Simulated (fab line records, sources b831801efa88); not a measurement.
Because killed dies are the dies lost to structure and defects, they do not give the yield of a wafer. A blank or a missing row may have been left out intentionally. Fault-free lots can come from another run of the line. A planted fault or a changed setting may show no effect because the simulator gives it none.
A struck lot beside a sound one | flow sky130 | 35 steps out of a route of 708
Sound: wafers L884.1, L884.3, L884.4. Wafers struck: L895.1, L895.5, L895.6. Last of all comes the cause.
Each step with rows lists, per side, the tool, then ch with its chambers, then its first start. Under that, the readings that differ: sound wafers | struck wafers | difference of the means | sigmas: that difference in standard deviations of wafers without a fault.
alike: words and numbers the same on both sides, and readings whose means are apart by under 2 such deviations; not compared: readings that were withheld, readings missing a value for some wafer, numbers with overlapping values and no deviation given by the record, and bounds like >300 which may hide the same value.
A row with sigmas, a row that says differs or no value, or rows on one side alone: a step with any of these is where the two part. Numbers that don't overlap but have no deviation are shown without sigmas and don't part them. Lack of a reading on every wafer of one side parts them only where that side has two or more wafers.

first, 10 steps without rows for these wafers: SKY_GATE_OXIDE_CLEAN_15 (cleans in SC1/SC2, time 150 s); SKY_GATE_OXIDE_OXIDATION_16 (stabilise 600 s, purge 300 s, target thk 3.57 nm); SKY_POLY_GATE_CVD_00 (deposits poly-Si, target thk 180 nm, time 720 s); SKY_RES_PROTECT_DEHYDRATE_00 (time 60 s); SKY_RES_PROTECT_HMDS_01 (prime time 60 s); SKY_RES_PROTECT_COAT_02 (resist thk 1140 nm); SKY_RES_PROTECT_SOFTBAKE_03 (time 60 s); SKY_RES_PROTECT_EXPOSE_04 (exposes mask RPM, target cd 1270 nm); SKY_RES_PROTECT_PEB_05; SKY_RES_PROTECT_DEVELOP_06 (develop time 60 s).
SKY_POLY_GATE_IMPLANT_02:
  sound on implanter-04 ch 0, day 17 10:30; struck on implanter-04 ch 0, day 20 22:29
  alike: tilt deg
then, 23 steps without rows for these wafers: SKY_RES_PROTECT_STRIP_07 (strips in O2/N2); SKY_RES_PROTECT_CLEAN_09 (cleans in SC1/SC2, time 150 s); SKY_POLY_GATE_CVD_03 (deposits Si3N4 from DCS/NH3, target thk 75 nm, time 1290 s); SKY_POLY_GATE_DEHYDRATE_05 (time 60 s); SKY_POLY_GATE_HMDS_06 (prime time 60 s); SKY_POLY_GATE_COAT_07 (resist thk 110 nm); SKY_POLY_GATE_COAT_08 (resist thk 450 nm); SKY_POLY_GATE_SOFTBAKE_09 (time 90 s); SKY_POLY_GATE_EXPOSE_10 (exposes mask P1M, target cd 150 nm); SKY_POLY_GATE_PEB_11; SKY_POLY_GATE_DEVELOP_12 (develop time 60 s); SKY_POLY_GATE_ETCH_15 (etches BARC in N2/H2, stops on SiO2, time 118.5 s, target depth 110 nm); SKY_POLY_GATE_ETCH_16 (etches Si3N4 in CH3F/O2, stops on poly-Si, time 147.5 s, target depth 75 nm); SKY_POLY_GATE_ETCH_17 (etches poly-Si in HBr/Cl2, stops on SiO2, target depth 180 nm, time 70.5 s); SKY_POLY_GATE_STRIP_18 (strips in O2/N2); SKY_POLY_GATE_CLEAN_19 (cleans in SC1/SC2, time 150 s); SKY_POLY_GATE_OXIDATION_20 (stabilise 600 s, purge 300 s, target thk 4 nm); SKY_LDD_N_DEHYDRATE_00 (time 60 s); SKY_LDD_N_HMDS_01 (prime time 60 s); SKY_LDD_N_COAT_02 (resist thk 300 nm); SKY_LDD_N_SOFTBAKE_03 (time 60 s); SKY_LDD_N_EXPOSE_04 (exposes mask NTM, target cd 840 nm); SKY_LDD_N_PEB_05.
-- a jump in the record: the struck wafers' starts before and after are 29 days apart (it breaks off in module LDD_N and resumes in module PAD_OPEN, where the first step shown is number 708 of the route) --
SKY_PAD_OPEN_PROBE_99:
  sound: prober-01 at day 47 10:35; struck: prober-02 at day 49 16:16
  reading                                           | sound                | struck               | difference | sigmas
  model.etest.diode nwell sub.leak log10 a cm2      | -7.246 -7.25 -7.041  | -5.86 -5.646 -5.792  | +1.41      |
  model.etest.diode dnwell sub.leak log10 a cm2     | -7.134 -7.381 -7.397 | -5.733 -5.802 -5.816 | +1.520     |
  model.etest.diode pwell dnwell.leak log10 a cm2   | -7.624 -7.555 -7.633 | -5.955 -5.954 -6.097 | +1.602     |
  model.etest.diode ndiff pwell hv.leak log10 a cm2 | -6.548 -6.565 -6.664 | -5.886 -5.553 -5.527 | +0.937     |
  model.etest.diode pdiff nwell hv.leak log10 a cm2 | -6.567 -6.497 -6.738 | -5.737 -5.592 -5.837 | +0.879     |
  model.etest.diode ndiff pwell.leak log10 a cm2    | -7.12 -7.182 -7.395  | -6.352 -6.383 -6.428 | +0.845     |
  model.etest.nfet_16v.off log10 a um               | -13.84 -13.87 -13.88 | -12.65 -13.08 -13.05 | +0.94      |
  model.etest.diode pdiff nwell.leak log10 a cm2    | -7.024 -7.244 -7.095 | -6.516 -6.256 -6.32  | +0.757     |
  alike: killed_at_M0_to_M3, killed_at_M4_up, killed at contacts, killed at front end, killed at other, killed dies, killed open, killed short

## WHERE THEY PART
Nowhere in this record.

WHY: whatever the simulator had introduced
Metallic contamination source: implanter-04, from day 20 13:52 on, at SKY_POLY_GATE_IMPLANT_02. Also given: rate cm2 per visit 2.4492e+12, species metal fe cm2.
